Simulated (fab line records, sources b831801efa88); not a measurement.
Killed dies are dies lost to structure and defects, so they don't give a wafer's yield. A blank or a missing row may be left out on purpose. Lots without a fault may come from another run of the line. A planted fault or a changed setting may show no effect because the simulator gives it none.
fab line records | flow sky130
record lots=12 wafers=36 last_day=50
route steps=708 shown SD_N@349 SD_P@359 LI_CONTACT@364
lots that met no fault: from a run of the same line without faults
start_h: hours from the record's first day to the start of the lot's first wafer shown | wait_h: hours since the lot's step before | " the same as in the row above | L1.1+2: a row that stands for several wafers | - no value, or no start given | * or withheld: withheld | < > ~ a bound
route shown NAME@n: a module of which the file shows steps, and the number in the route of the first | usual: mean/standard deviation of fault-free wafers | same: alike in all rows | chamber/n: place in a boat | sites: the reading at each site | _std_site: their standard deviation | _edge_site: outer sites' mean less inner sites' | radius_mm: how far each site lies from the wafer's centre | mask NAME#n: copy n | behind: the tool/chamber that last shaped the wafer | hold: why the lot was held/for how many hours/how that ended | device: the transistor (n, p or np) that didn't switch | end of line: the same wafers' tests at the end of the route | a step without rows: its recipe alone | killed: dies lost to structure and defects at the first sort, not the wafer's yield | map: a wafer's dies, x killed, . not, _ none there
set.NAME: the setting as run; set.NAME@STEP: as run at that earlier step | model.NAME: the simulator's own value behind a step, which no gauge read
steps of the route over a sample of lots; a table a step, a row a wafer
services: from which hour (start_h, from the record's first day; less than 0 if before it) a tool's chamber was out of use, for how many hours, and why
## steps
# step SKY_SD_N_CD_MEAS_07
# recipe target_cd_nm=380
# usual cd_nm=379.2/2.9
# columns lot.wafer tool chamber start_h wait_h cd_nm
L428.2 cd_sem-01 - 645.18 0.1 383.8
L428.3 " - " " 383.5
L428.6 " - " " 380.1
L429.3 cd_sem-02 - 655.05 0.1 376.0
L429.5 " - " " 373.2
L429.6 " - " " 378.3
L432.1 cd_sem-01 - 680.71 0.1 385.0
L432.5 " - " " 383.9
L432.6 " - " " 383.8
L433.1 cd_sem-02 - 687.89 0.2 377.6
L433.3 " - " " 377.8
L433.5 " - " " 380.1
L434.1 cd_sem-01 - 698.21 0.1 375.4
L434.2 " - " " 373.6
L434.3 " - " " 375.7
L443.1 cd_sem-02 - 774.86 0.1 374.4
L443.2 " - " " 373.6
L443.6 " - " " 374.8
L444.1 cd_sem-02 - 780.21 0.1 377.2
L444.2 " - " " 375.9
L444.5 " - " " 376.9
L445.1 cd_sem-02 - 783.76 0.1 383.7
L445.2 " - " " 384.7
L445.6 " - " " 384.2
L447.1 cd_sem-02 - 806.26 0.1 377.9
L447.2 " - " " 379.9
L447.4 " - " " 379.1
L448.3 cd_sem-01 - 812.25 0.1 380.1
L448.5 " - " " 381.4
L448.6 " - " " 382.2
L449.3 cd_sem-02 - 822.85 0.1 382.3
L449.4 " - " " 381.3
L449.5 " - " " 379.5
L450.2 cd_sem-01 - 826.38 0.1 379.7
L450.3 " - " " 375.4
L450.4 " - " " 376.2
# step SKY_SD_N_RTA_14
# recipe temp_c=1075 time_s=2 idle_temp_c=650 ramp_up_c_per_s=150 ramp_down_c_per_s=90 ambient=N2
# usual anneal_temp_c_max=1080.9/1.1 lamp_power_pct=15.74/0.053 wafer_temp_C_max=1078.1/1.4
# columns lot.wafer tool chamber start_h wait_h anneal_temp_c_max lamp_power_pct wafer_temp_C_max
L428.2 rtp_anneal-02 0 645.84 0.0 1079.0 15.69 1077.9
L428.3 " 0 " " 1079.0 15.78 1080.7
L428.6 " 0 " " 1079.6 15.69 1078.0
L429.3 rtp_anneal-01 0 655.69 0.0 1081.0 15.72 1080.7
L429.5 " 0 " " 1079.7 15.67 1077.0
L429.6 " 0 " " 1081.3 15.70 1076.7
L432.1 rtp_anneal-02 0 681.37 0.0 1081.1 15.70 1077.1
L432.5 " 0 " " 1080.4 15.77 1083.4
L432.6 " 0 " " 1080.2 15.71 1077.5
L433.1 rtp_anneal-01 0 688.56 0.0 1080.1 15.74 1079.3
L433.3 " 0 " " 1080.7 15.74 1076.5
L433.5 " 0 " " 1079.8 15.70 1077.1
L434.1 rtp_anneal-02 0 698.88 0.0 1083.0 15.74 1082.1
L434.2 " 0 " " 1080.4 15.70 1076.9
L434.3 " 0 " " 1081.9 15.71 1078.0
L443.1 rtp_anneal-01 0 775.53 0.0 1081.5 15.72 1078.3
L443.2 " 0 " " 1080.0 15.80 1078.9
L443.6 " 0 " " 1081.4 15.74 1078.9
L444.1 rtp_anneal-01 0 780.87 0.0 1082.6 15.72 1079.2
L444.2 " 0 " " 1081.8 15.82 1077.0
L444.5 " 0 " " 1083.6 15.77 1076.9
L445.1 rtp_anneal-01 0 784.42 0.0 1080.3 15.83 1076.1
L445.2 " 0 " " 1082.2 15.70 1078.9
L445.6 " 0 " " 1083.0 15.73 1078.3
L447.1 rtp_anneal-01 0 806.93 0.0 1081.8 15.76 1077.6
L447.2 " 0 " " 1081.8 15.95 1076.6
L447.4 " 0 " " 1082.6 15.70 1079.1
L448.3 rtp_anneal-01 0 812.90 0.0 1081.1 15.84 1079.3
L448.5 " 0 " " 1080.4 15.77 1079.6
L448.6 " 0 " " 1080.1 15.69 1079.8
L449.3 rtp_anneal-01 0 823.50 0.0 1082.0 15.66 1077.3
L449.4 " 0 " " 1083.4 15.72 1077.3
L449.5 " 0 " " 1081.6 15.74 1077.9
L450.2 rtp_anneal-01 0 827.04 0.0 1083.5 15.67 1077.9
L450.3 " 0 " " 1080.6 15.79 1078.3
L450.4 " 0 " " 1081.9 15.75 1075.5
# step SKY_SD_N_RS_MEAS_17
# recipe thk_meas_gauge=four-point-probe
# usual SD_P_RS=147.1/0.4
# columns lot.wafer tool chamber start_h wait_h SD_P_RS[ohm/sq]
L428.2 film_metro-02 - 646.14 0.1 147.6
L428.3 " - " " 147.3
L428.6 " - " " 147.5
L429.3 film_metro-03 - 656.01 0.1 147.5
L429.5 " - " " 147.5
L429.6 " - " " 147.5
L432.1 film_metro-04 - 681.67 0.1 147.3
L432.5 " - " " 146.9
L432.6 " - " " 147.2
L433.1 film_metro-04 - 688.85 0.1 146.7
L433.3 " - " " 146.4
L433.5 " - " " 146.8
L434.1 film_metro-02 - 699.17 0.1 147.2
L434.2 " - " " 147.2
L434.3 " - " " 146.6
L443.1 film_metro-03 - 775.82 0.1 147.8
L443.2 " - " " 147.6
L443.6 " - " " 147.4
L444.1 film_metro-03 - 781.17 0.1 146.8
L444.2 " - " " 146.6
L444.5 " - " " 146.9
L445.1 film_metro-02 - 784.72 0.1 146.9
L445.2 " - " " 147.3
L445.6 " - " " 147.1
L447.1 film_metro-02 - 807.22 0.1 147.3
L447.2 " - " " 147.3
L447.4 " - " " 147.4
L448.3 film_metro-04 - 813.22 0.1 147.0
L448.5 " - " " 147.3
L448.6 " - " " 147.2
L449.3 film_metro-03 - 823.81 0.1 147.3
L449.4 " - " " 147.2
L449.5 " - " " 146.8
L450.2 film_metro-03 - 827.35 0.1 147.0
L450.3 " - " " 147.4
L450.4 " - " " 147.2
# step SKY_LI_CONTACT_CMP_02
# recipe material=PSG down_force_psi=4 platen_rpm=60 pad_velocity_m_s=0.94248
# usual motor_current_A=12.7/1.6 slurry_filter_dp_kPa=13.47/0.13 time_to_endpoint_s=30/3.5
# columns lot.wafer tool chamber start_h wait_h motor_current_A slurry_filter_dp_kPa time_to_endpoint_s
L428.2 cmp-02 3 646.54 0.0 12.1 13.42 27
L428.3 " 0 " " 12.1 13.54 33
L428.6 " 0 " " 12.5 13.43 34
L429.3 cmp-01 0 656.39 0.0 12.3 13.44 29
L429.6 " 0 " " 11.7 13.48 23
L429.5 " 1 " " 11.9 13.58 29
L432.1 cmp-01 2 682.09 0.1 12.5 13.38 32
L432.5 " 2 " " 12.0 13.20 28
L432.6 " 3 " " 16.5 13.53 30
L433.1 cmp-01 2 689.32 0.1 11.7 13.67 39
L433.3 " 3 " " 15.6 13.74 42
L433.5 " 1 " " 11.4 13.49 42
L434.1 cmp-01 3 699.59 0.1 16.2 13.50 40
L434.3 " 0 " " 11.6 13.44 39
L434.2 " 2 " " 11.4 13.29 41
L443.2 cmp-01 2 776.30 0.1 12.1 13.60 31
L443.1 " 3 " " 15.8 13.43 36
L443.6 " 1 " " 12.4 13.53 29
L444.1 cmp-02 0 781.69 0.1 12.5 13.25 35
L444.2 " 1 " " 11.7 13.64 31
L444.5 " 3 " " 12.7 13.57 27
L445.2 cmp-01 1 785.19 0.0 11.6 13.65 30
L445.1 " 2 " " 12.1 13.57 33
L445.6 " 2 " " 11.6 13.59 33
L447.2 cmp-02 2 807.69 0.1 12.8 13.53 38
L447.1 " 3 " " 12.4 13.73 28
L447.4 " 0 " " 12.1 13.43 34
L448.3 cmp-01 0 813.60 0.0 12.3 13.34 26
L448.6 " 0 " " 11.4 13.59 25
L448.5 " 1 " " 11.9 13.38 26
L449.4 cmp-01 1 824.24 0.1 12.0 13.51 26
L449.3 " 3 " " 16.4 13.75 33
L449.5 " 0 " " 12.1 13.26 28
L450.4 cmp-01 2 827.75 0.0 11.7 13.30 30
L450.2 " 3 " " 15.9 13.64 34
L450.3 " 1 " " 12.0 13.04 31
# step SKY_LI_CONTACT_ETCH_15
# recipe target=PSG chemistry=C4F8/O2/Ar stop_on=Si taper_deg=4.15 mask_material=KrF-thick source_w=1500 bias_w=1200 pressure_mtorr=40 c4f8_flow_sccm=withheld O2_flow_sccm=6 Ar_flow_sccm=300 time_s=withheld target_depth_a=6000
# usual oes_product_au=0.844/0.0048
# columns lot.wafer tool chamber start_h wait_h oes_product_au
L428.2 rie_diel-03 2 674.66 0.0 0.845
L428.3 " 1 " " 0.847
L428.6 " 1 " " 0.843
L429.3 rie_diel-02 0 685.31 0.0 0.841
L429.5 " 2 " " 0.849
L429.6 " 3 " " 0.843
L432.1 rie_diel-02 3 711.16 0.0 0.844
L432.5 " 0 " " 0.842
L432.6 " 1 " " 0.837
L433.1 rie_diel-03 3 717.91 0.0 0.921
L433.3 " 0 " " 0.928
L433.5 " 2 " " 0.929
L434.1 rie_diel-03 1 728.31 0.0 0.916
L434.2 " 3 " " 0.929
L434.3 " 0 " " 0.923
L443.1 rie_diel-03 1 804.07 0.0 0.838
L443.2 " 0 " " 0.850
L443.6 " 1 " " 0.847
L444.1 rie_diel-02 2 809.51 0.0 0.842
L444.2 " 3 " " 0.848
L444.5 " 2 " " 0.847
L445.1 rie_diel-03 1 813.96 0.0 0.840
L445.2 " 2 " " 0.839
L445.6 " 0 " " 0.849
L447.1 rie_diel-03 2 835.11 0.0 0.843
L447.2 " 1 " " 0.842
L447.4 " 3 " " 0.840
L448.3 rie_diel-03 0 839.77 0.0 0.851
L448.5 " 3 " " 0.842
L448.6 " 0 " " 0.843
L449.3 rie_diel-03 0 849.72 0.0 0.841
L449.4 " 2 " " 0.841
L449.5 " 2 " " 0.835
L450.2 rie_diel-03 0 854.27 0.0 0.843
L450.3 " 3 " " 0.839
L450.4 " 2 " " 0.855
## services
# columns tool chamber start_h hours kind
rie_diel-02 3 632.85 45.0 repair
rie_diel-02 2 638.07 6.1 repair
rie_diel-02 1 642.62 2.8 repair
cmp-02 - 655.40 7.3 pm
cmp-02 - 678.34 2.1 repair
cmp-02 - 680.43 5.7 pm
rtp_anneal-01 - 694.22 3.8 pm
rie_diel-02 2 699.33 7.5 repair
cmp-01 - 703.94 1.2 repair
rie_diel-03 2 727.63 5.0 repair
rie_diel-02 0 730.39 1.2 repair
cmp-02 - 744.19 4.0 pm
cmp-02 - 748.19 - consumable_replace:conditioner
cmp-02 - 748.19 - consumable_replace:pad
rie_diel-02 - 749.64 1.0 repair
rie_diel-03 0 761.57 12.7 repair
rtp_anneal-02 - 765.77 62.4 pm
cmp-01 - 805.19 6.2 pm
cmp-01 - 844.32 9.9 repair
## key
first_sign step=SKY_LI_CONTACT_CMP_02 reading=time_to_endpoint_s direction=up sigmas=2.9 usual=* struck=*
effect step=SKY_LI_CONTACT_ETCH_15 reading=oes_product_au direction=up sigmas=17 usual=0.844 struck=0.924
met_at SKY_LI_CONTACT_CMP_02
struck_lots L433,L434
tester_left_out L433,L434
not_acting_at SKY_SD_N_CD_MEAS_07,SKY_SD_N_RTA_14,SKY_SD_N_RS_MEAS_17
onset_between 682.09 689.32
fault kind=process_parameter_drift tool=cmp-01 chamber=- onset_h=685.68 steps=SKY_LI_CONTACT_CMP_02 channel=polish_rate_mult offset=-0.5 shape=step end_h=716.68
# tester_left_out: of these lots the tester's yield and bins aren't shown, on N5 and GAA mostly nor the transistor test; their killed dies are dies lost to structure and defects alone, not to doping, threshold or leakage, so they don't give the yield
